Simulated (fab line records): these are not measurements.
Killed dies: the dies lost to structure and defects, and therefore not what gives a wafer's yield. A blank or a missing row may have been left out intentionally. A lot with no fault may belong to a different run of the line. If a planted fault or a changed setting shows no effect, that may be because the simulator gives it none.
fab line records | flow sky130
record: lots: 5 wafers: 15 lastDay: 50
route steps=708 shown VIA3@575
lots that met no fault: from a run of the same line without faults
startH: start of the lot's first displayed wafer, in hours after the record's first day | waitH: time in hours since the lot's previous step | " identical to the entry in the row above | L1.1+2: one row covering several wafers at once | - value missing, or start not given | * or withheld: withheld | < > ~ a bound
route shown NAME@n: NAME is a module with steps in the file, n the number in the route of the first one | usual: the fault-free wafers' mean and standard deviation | same: alike in all rows | chamber/n: place in a boat | sites: readings site by site | _std_site: the standard deviation of these | _edge_site: inner sites' mean taken away from outer sites' mean | radiusMm: how far each site lies from the wafer's centre | mask NAME#n: copy n | behind: the tool/chamber that last shaped the wafer | hold: the reason the lot was held/the length of the hold in hours/how it ended | device: whichever transistor did not switch (one of n, p or np) | end of line: tests run on the same wafers once the route is complete | a step without rows: its recipe alone | killed: at the first sort, the dies lost to defects and structure; wafer yield is something else | map: a wafer's dies, x killed, . not, _ none there
set.NAME: the setting the step ran with; set.NAME@STEP: the setting that earlier step ran with | model.NAME: the simulator's own value behind a step, which no gauge read
lots at selected steps of the route; one table per step, one row per wafer
services: a tool's chamber out of use, with start hour (startH, from the record's first day; less than 0 if before it), hours out, and reason
== steps ==
step: SKY_VIA3_CMP_02
recipe: material: SiO2 downForcePsi: 4 platenRpm: 60 padVelocityMS: 0.94248
usual: headPressurePsi: 4.001/0.0088 motorCurrentA: 12.3/1.2
columns lot.wafer tool chamber startH waitH headPressurePsi motorCurrentA
L959.3 cmp-01 2 954.07 0.3 3.996 10.9
L959.1 " 3 " " 3.990 11.0
L959.5 " 2 " " 3.998 10.9
L964.3 cmp-02 3 987.79 0.1 4.000 10.2
L964.5 " 1 " " 4.013 13.6
L964.6 " 2 " " 3.998 13.2
L970.3 cmp-02 1 1028.05 0.1 4.004 13.4
L970.4 " 3 " " 4.000 10.7
L970.6 " 2 " " 4.011 13.4
L973.1 cmp-01 0 1044.48 0.1 4.010 11.0
L973.4 " 2 " " 4.010 11.3
L973.5 " 1 " " 3.996 12.4
L974.4 cmp-02 2 1048.08 0.0 4.002 13.8
L974.1 " 1 " " 3.989 13.8
L974.5 " 3 " " 3.994 11.3
step: SKY_VIA3_BOW_MEAS_03
recipe: mode: bow
usual: VIA3_BOW: 78/7.8
columns lot.wafer tool chamber startH waitH VIA3_BOW[um]
L959.1 filmMetro-04 - 954.32 0.1 82
L959.3 " - " " 77
L959.5 " - " " 72
L964.3 filmMetro-01 - 988.03 0.2 83
L964.5 " - " " 80
L964.6 " - " " 83
L970.3 filmMetro-01 - 1028.39 0.3 67
L970.4 " - " " 62
L970.6 " - " " 75
L973.1 filmMetro-03 - 1044.78 0.2 76
L973.4 " - " " 93
L973.5 " - " " 69
L974.1 filmMetro-01 - 1048.38 0.1 82
L974.4 " - " " 74
L974.5 " - " " 74
step: SKY_VIA3_DEHYDRATE_04
recipe: tempC: 200 timeS: 60
step: SKY_VIA3_HMDS_05
recipe: primeTimeS: 60 primeTempC: 120
step: SKY_VIA3_COAT_06
recipe: resist: BARC tempC: withheld timeS: withheld spinRpm: 3000 resistThkNm: 60
step: SKY_VIA3_COAT_07
recipe: resist: KrF-thick spinRpm: 3000 resistThkNm: 450
step: SKY_VIA3_SOFTBAKE_08
recipe: tempC: 100 timeS: 90 resist: KrF-thick
step: SKY_VIA3_EXPOSE_09
recipe: maskId: VIM3 na: 0.8 sourceShape: annular sigmaInner: 0.55 sigmaOuter: 0.85 targetCdNm: 200 doseMj: 38
step: SKY_VIA3_PEB_10
recipe: pebTempC: withheld pebTimeS: withheld resist: KrF-thick
step: SKY_VIA3_DEVELOP_11
recipe: developTimeS: 60 resist: KrF-thick devTempC: 21
step: SKY_VIA3_CD_MEAS_12
recipe: targetCdNm: 200
usual: cdNm: 200.1/1.5
columns lot.wafer tool chamber startH waitH cdNm
L959.1 cdSem-01 - 978.67 - 199.2
L959.3 " - " " 200.3
L959.5 " - " " 200.6
L964.3 cdSem-01 - 1011.41 - 201.2
L964.5 " - " " 201.5
L964.6 " - " " 200.4
L970.3 cdSem-01 - 1050.73 - 199.5
L970.4 " - " " 199.3
L970.6 " - " " 199.4
L973.1 cdSem-01 - 1066.24 - 198.7
L973.4 " - " " 200.2
L973.5 " - " " 198.6
L974.1 cdSem-02 - 1069.54 - 200.5
L974.4 " - " " 200.8
L974.5 " - " " 201.5
step: SKY_VIA3_OVL_MEAS_13
usual: VIA3_OVL: -4/3.9
columns lot.wafer tool chamber startH waitH VIA3_OVL[nm]
L959.1 overlay-01 - 978.79 0.1 -2
L959.3 " - " " 7
L959.5 " - " " -3
L964.3 overlay-02 - 1011.50 0.1 -4
L964.5 " - " " -8
L964.6 " - " " -5
L970.3 overlay-02 - 1050.83 0.1 5
L970.4 " - " " -4
L970.6 " - " " -1
L973.1 overlay-01 - 1066.36 0.1 0
L973.4 " - " " -7
L973.5 " - " " 3
L974.1 overlay-01 - 1069.66 0.1 -4
L974.4 " - " " -2
L974.5 " - " " -16
step: SKY_VIA3_ETCH_14
recipe: chemistry: N2/H2 target: BARC ionEnergyEv: 200 sourceW: 500 biasW: 100 pressureMtorr: 30 n2FlowSccm: 100 h2FlowSccm: 200 stopOn: SiO2 timeS: 45.9 targetDepthA: 600
usual: drypumpMotorCurrentA: 5.9/0.44 oesProductAu: 0.855/0.0046 rfFwdPowerW: 494.5/1.8 throttleValvePct: 13.224/0.0084
columns lot.wafer tool chamber startH waitH drypumpMotorCurrentA oesProductAu rfFwdPowerW rfHoursCounterH throttleValvePct model.KrF-thick_of_VIA3_COAT_07.thkNm
L959.1 rieDiel-04 0 978.83 0.0 6.4 0.859 493.3 25 13.221 394.3
L959.3 " 1 " " 5.9 0.846 494.9 - 13.222 395.6
L959.5 " 0 " " 6.4 0.858 492.4 - 13.211 394
L964.3 rieDiel-04 1 1011.53 0.0 5.9 0.848 498.4 6 13.228 397.4
L964.5 " 0 " " 6.5 0.855 492.1 - 13.229 392.2
L964.6 " 1 " " 5.9 0.857 496.3 - 13.229 398.2
L970.3 rieDiel-03 2 1050.85 0.0 5.5 0.863 492.5 16 13.236 392.7
L970.4 " 1 " " 5.1 0.859 491.7 9 13.230 393.5
L970.6 " 0 " " 6.2 0.864 493.1 - 13.223 393.1
L973.1 rieDiel-01 3 1066.40 0.0 5.5 0.853 494.6 15 13.229 391.5
L973.4 " 2 " " 6.3 0.858 494.1 15 13.226 392.7
L973.5 " 1 " " 5.7 0.858 495.6 - 13.233 391.7
L974.1 rieDiel-03 0 1069.70 0.0 6.2 0.852 491.1 27 13.224 393
L974.4 " 3 " " 6.2 0.845 492.4 24 13.235 393.6
L974.5 " 0 " " 6.2 0.860 492.3 - 13.212 393.5
step: SKY_VIA3_ETCH_15
recipe: target: SiO2 chemistry: C4F8/O2/Ar targetDepthNm: 507 stopOn: TiN maskMaterial: KrF-thick sourceW: 1500 biasW: 1200 pressureMtorr: 40 c4f8FlowSccm: withheld O2_flow_sccm: 6 Ar_flow_sccm: 300 timeS: 78
usual: oesProductAu: 0.945/0.0043 rfFwdPowerW: 1488/4.7
columns lot.wafer tool chamber startH waitH oesProductAu rfFwdPowerW rfHoursCounterH model.KrF-thick_of_VIA3_COAT_07.thkNm
L959.1 rieDiel-04 0 978.89 0.0 0.942 1482 25 293.3
L959.3 " 1 " " 0.943 1495 - 291.9
L959.5 " 0 " " 0.951 1483 - 292.8
L964.3 rieDiel-04 1 1011.57 0.0 0.948 1488 6 294.5
L964.5 " 0 " " 0.940 1478 - 291.3
L964.6 " 1 " " 0.941 1487 - 294.9
L970.3 rieDiel-03 2 1050.89 0.0 0.949 1491 16 290.1
L970.4 " 1 " " 0.945 1488 9 291.9
L970.6 " 0 " " 0.946 1494 - 291.6
L973.1 rieDiel-01 3 1066.44 0.0 0.945 1488 15 288.4
L973.4 " 2 " " 0.936 1489 15 292.4
L973.5 " 1 " " 0.946 1483 - 289.8
L974.1 rieDiel-03 0 1069.74 0.0 0.939 1490 27 290.2
L974.4 " 3 " " 0.948 1483 24 290.6
L974.5 " 0 " " 0.942 1488 - 290.7
step: SKY_VIA3_STRIP_16
recipe: chemistry: O2/N2 powerW: 1400 pressureMtorr: 1500 platenTempC: withheld o2FlowSccm: 3000 n2FlowSccm: 300 overashFraction: 0.5
usual: drypumpMotorCurrentA: 5.5/0.41 oesProductAu: 0.402/0.0046 stripTimeToEndpointS: 4.127/0.024
columns lot.wafer tool chamber startH waitH drypumpMotorCurrentA oesProductAu rfHoursCounterH stripTimeToEndpointS
L959.1 plasmaAsher-03 0 978.98 0.1 5.5 0.400 112 4.150
L959.3 " 0 " " 5.5 0.403 - 4.123
L959.5 " 1 " " 6.4 0.402 - 4.162
L964.3 plasmaAsher-02 1 1011.66 0.1 5.0 0.392 - 4.169
L964.5 " 1 " " 5.0 0.410 - 4.119
L964.6 " 0 " " 5.1 0.410 - 4.156
L970.3 plasmaAsher-03 1 1050.99 0.1 6.3 0.395 - 4.122
L970.4 " 0 " " 5.6 0.402 - 4.145
L970.6 " 0 " " 5.5 0.401 - 4.135
L973.1 plasmaAsher-04 1 1066.50 0.0 5.5 0.398 97 4.100
L973.4 " 1 " " 5.5 0.406 - 4.142
L973.5 " 0 " " 5.5 0.406 - 4.110
L974.1 plasmaAsher-02 1 1069.80 0.0 5.0 0.402 59 4.124
L974.4 " 1 " " 5.0 0.403 - 4.144
L974.5 " 1 " " 5.0 0.403 - 4.127
== services ==
columns tool chamber startH hours kind
plasmaAsher-02 - 940.98 28.1 pm
cmp-02 - 953.28 0.9 repair
rieDiel-04 3 973.90 9.4 repair
plasmaAsher-02 - 975.63 8.1 repair
rieDiel-04 2 976.58 4.3 repair
rieDiel-01 2 980.02 3.1 repair
rieDiel-04 - 981.74 0.4 repair
cmp-02 - 984.13 2.3 repair
plasmaAsher-04 - 990.86 10.1 repair
cmp-02 - 995.68 3.3 repair
cmp-02 - 1006.34 2.3 repair
rieDiel-01 - 1009.36 0.3 repair
cmp-01 - 1011.57 0.7 repair
plasmaAsher-02 - 1019.92 0.5 repair
plasmaAsher-03 - 1029.72 0.8 repair
rieDiel-01 2 1031.87 7.1 repair
cmp-01 - 1045.47 1.6 repair
cmp-01 - 1054.27 0.3 repair
plasmaAsher-03 - 1055.25 9.0 pm
plasmaAsher-03 0 1055.25 9.0 ventCycle
plasmaAsher-03 1 1055.25 9.0 ventCycle
cmp-02 - 1055.90 1.3 repair
rieDiel-01 0 1060.01 3.4 repair
rieDiel-03 - 1065.28 2.8 pm
== key ==
firstSign none at tools or gauges
modelEffect: step: SKY_VIA3_ETCH_14 value: KrF-thick_of_VIA3_COAT_07.thkNm without: 391.8 struck: 397.8
modelEffect: step: SKY_VIA3_ETCH_15 value: KrF-thick_of_VIA3_COAT_07.thkNm without: 288.6 struck: 294.7
metAt SKY_VIA3_ETCH_14
struckWafers L964.3,L964.6
onsetBetween 978.83 1011.53
fault: kind: processParameterDrift tool: rieDiel-04 chamber: 1 onsetH: 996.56 steps: SKY_VIA3_ETCH_14 channel: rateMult offset: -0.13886 shape: step endH: 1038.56
